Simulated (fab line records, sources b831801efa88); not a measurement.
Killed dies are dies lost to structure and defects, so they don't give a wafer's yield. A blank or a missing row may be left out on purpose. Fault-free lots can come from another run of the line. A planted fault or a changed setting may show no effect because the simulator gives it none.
What tool caused it? -- flow sky130 -- 36 wafers from 12 lots sampled at 6 of the route's 708 steps

WHAT THE GAUGES SHOWED, per wafer
SKY_VT_ADJUST_HVTP_TW_MEAS_11. Usual: VT_ADJUST_HVTP_TW typically reads 1352, with standard deviation 17.
lot,measured,on,VT_ADJUST_HVTP_TW,flag
L836,day 6 00:36,film_metro-04,1372 1360 1358,
L837,day 6 05:16,film_metro-02,1338 1324 1336,
L842,day 7 15:37,film_metro-03,1351 1349 1357,
L845,day 8 09:21,film_metro-02,1341 1331 1338,
L847,day 8 20:16,film_metro-02,1342 1324 1330,
L848,day 9 06:06,film_metro-04,1364 1366 1367,
L850,day 9 15:29,film_metro-04,1356 1364 1365,
L849,day 9 15:48,film_metro-03,1350 1357 1351,
L854,day 10 22:19,film_metro-02,1323 1328 1319,
L857,day 11 16:45,film_metro-03,1369 1366 1375,
L858,day 12 00:28,film_metro-03,1362 1363 1352,
L859,day 12 05:17,film_metro-02,1325 1328 1336,

SKY_VT_ADJUST_LVTN_TW_MEAS_21. Usual: VT_ADJUST_LVTN_2_TW typically reads 187.1, with standard deviation 2.1.
lot,measured,on,VT_ADJUST_LVTN_2_TW,flag
L836,day 7 15:24,film_metro-04,188.5 189.5 189.0,
L837,day 7 18:28,film_metro-04,189.2 188.9 189.2,
L842,day 9 09:28,film_metro-04,188.9 189.7 188.1,
L845,day 10 04:23,film_metro-04,190.8 190.2 190.3,
L847,day 10 16:07,film_metro-04,190.1 190.0 190.3,
L848,day 11 01:45,film_metro-01,185.4 185.2 186.2,
L850,day 11 12:35,film_metro-02,187.0 187.2 187.3,
L849,day 11 13:32,film_metro-02,186.6 185.8 187.0,
L854,day 12 22:17,film_metro-01,184.7 184.5 184.2,
L857,day 13 18:02,film_metro-01,184.4 184.7 184.5,
L858,day 14 02:44,film_metro-01,185.6 185.8 185.5,
L859,day 14 07:50,film_metro-04,188.9 189.0 189.8,

SKY_GATE_OXIDE_OVL_MEAS_10. Usual: GATE_OXIDE_OVL typically reads 0.5 nm, with standard deviation 1.3.
lot,measured,on,GATE_OXIDE_OVL (nm),flag
L836,day 13 16:00,overlay-01,-0.3 0.4 0.6,
L837,day 13 20:30,overlay-02,1.4 -0.2 1.8,
L842,day 15 17:46,overlay-01,-0.3 0.1 -0.5,
L845,day 16 20:03,overlay-01,-2.2 -1.1 -1.8,
L847,day 17 13:24,overlay-02,1.7 3.8 2.9,
L848,day 17 22:13,overlay-01,0.5 -1.4 -0.3,
L850,day 18 13:52,overlay-01,2.2 -0.1 0.6,
L849,day 18 14:42,overlay-02,3.0 -1.8 0.6,
L854,day 20 12:45,overlay-01,0.9 2.1 0.4,
L857,day 21 11:34,overlay-02,2.1 -0.6 0.5,
L858,day 21 23:51,overlay-02,-0.4 0.9 0.4,
L859,day 22 04:48,overlay-01,-1.3 1.3 -0.8,

SKY_LDD_LDN_OVL_MEAS_07. Usual: LDD_LDN_OVL typically reads -0.3 nm, with standard deviation 1.4.
lot,measured,on,LDD_LDN_OVL (nm),flag
L836,day 22 15:33,overlay-01,-3.1 -0.6 -0.6,
L837,day 22 19:15,overlay-01,-0.2 0.9 -1.6,
L842,day 25 02:22,overlay-01,-0.4 -0.2 -0.4,
L845,day 26 01:15,overlay-02,1.7 1.1 0.0,
L847,day 26 19:03,overlay-01,1.0 -1.0 -0.1,
L848,day 27 05:26,overlay-01,-2.0 -1.7 -3.3,
L850,day 28 00:06,overlay-01,- - -,OFF
L849,day 28 01:20,overlay-02,- - -,OFF
L854,day 29 13:18,overlay-02,0.3 0.8 0.1,
L857,day 30 08:06,overlay-01,-1.2 -0.4 0.6,
L858,day 30 18:30,overlay-02,-0.5 -2.1 -1.7,
L859,day 30 22:27,overlay-02,-0.5 1.6 2.4,

SKY_RES_XHIGH_TW_MEAS_09. Usual: RES_XHIGH_TW typically reads 1640, with standard deviation 19.
lot,measured,on,RES_XHIGH_TW,flag
L836,day 26 10:27,film_metro-03,1648 1644 1641,
L837,day 26 15:33,film_metro-02,1612 1609 1608,
L842,day 28 17:22,film_metro-02,1600 1616 1610,
L845,day 29 16:40,film_metro-03,1644 1646 1644,
L847,day 30 11:49,film_metro-03,1658 1645 1644,
L848,day 30 20:28,film_metro-04,1646 1654 1655,
L850,day 31 14:27,film_metro-04,1921 1942 1916 1933 1933 1930,OFF
L849,day 31 17:04,film_metro-02,1889 1891 1889 1885 1895 1889,OFF
L854,day 33 01:49,film_metro-03,1658 1648 1655,
L857,day 33 20:16,film_metro-03,1653 1660 1665,
L858,day 34 05:31,film_metro-04,1663 1652 1655,
L859,day 34 09:25,film_metro-04,1644 1643 1647,

TOOL THAT RAN EACH LOT (tool first, then ch and the chambers of the sampled wafers, then the start)
lot,SKY_LDD_LDN_COAT_02
L836,"litho_track-04 ch 0, day 21 23:06"
L837,"litho_track-01 ch 0, day 22 03:43"
L842,"litho_track-03 ch 0, day 24 12:15"
L845,"litho_track-01 ch 0, day 25 11:04"
L847,"litho_track-01 ch 0, day 26 04:04"
L848,"litho_track-04 ch 0, day 26 15:24"
L850,"litho_track-03, day 27 09:01"
L849,"litho_track-01, day 27 10:35"
L854,"litho_track-03 ch 0, day 28 23:10"
L857,"litho_track-01 ch 0, day 29 17:47"
L858,"litho_track-04 ch 0, day 30 04:13"
L859,"litho_track-03 ch 0, day 30 09:01"
- SKY_LDD_LDN_COAT_02: resist thk 1140 nm.

AS READ BY THE TOOLS THEMSELVES (means over the sampled wafers that have a number; for cases with no such wafer, the mark the record gives instead)
SKY_LDD_LDN_COAT_02. Usual: chill_plate_temp_C 23.00 C, standard deviation 0.092; dispense_pressure_kPa 47 kPa, standard deviation 3.2; exhaust_pa 44.9 Pa, standard deviation 0.92; spin_speed_rpm 3000.6 rpm, standard deviation 2.
lot,tool,chill_plate_temp_C (C),dispense_pressure_kPa (kPa),exhaust_pa (Pa),spin_speed_rpm (rpm),flag
L836,litho_track-04,23.02,47,45.3,3000.6,
L837,litho_track-01,23.08,49,44.5,3000.1,
L842,litho_track-03,22.95,41,45.7,3000.0,
L845,litho_track-01,23.03,49,44.2,2999.6,
L847,litho_track-01,23.03,49,43.7,2999.9,
L848,litho_track-04,23.02,47,44.3,3001.5,
L850,litho_track-03,-,-,-,-,OFF
L849,litho_track-01,-,-,-,-,OFF
L854,litho_track-03,23.00,41,45.5,2998.2,
L857,litho_track-01,23.04,49,44.5,2999.4,
L858,litho_track-04,22.94,47,45.8,3001.1,
L859,litho_track-03,22.95,41,45.7,3002.4,

THE ANSWER, worked out from the rows above alone
Rule: a lot counts as off when the mean over its wafers that have a number is more than 3 standard deviations away from the usual mean. Also off: a lot with no number at a reading for which 4 or more lots have one. All remaining lots with rows at the step are treated as sound. The gauges are gone through in route order, then the tools' own readings, and for those a lot's mean is taken as printed above. At the first step where some lot is off, the reading lying furthest off is the one used; lots without a number count as furthest.
Off: L850, L849, seen at SKY_LDD_LDN_OVL_MEAS_07 (LDD_LDN_OVL). Without a number there: L850, L849.
If a tool, at a process step before that reading, ran all the lots that are off and no sound lot after the first of them, it fits. The gauges at SKY_LDD_LDN_OVL_MEAS_07 aren't tried: what is off there is off at SKY_RES_XHIGH_TW_MEAS_09 too, on other tools, and a gauge's error can't cause that. No candidate that was tried fits.

WHAT HAD BEEN PUT IN BY THE SIMULATOR
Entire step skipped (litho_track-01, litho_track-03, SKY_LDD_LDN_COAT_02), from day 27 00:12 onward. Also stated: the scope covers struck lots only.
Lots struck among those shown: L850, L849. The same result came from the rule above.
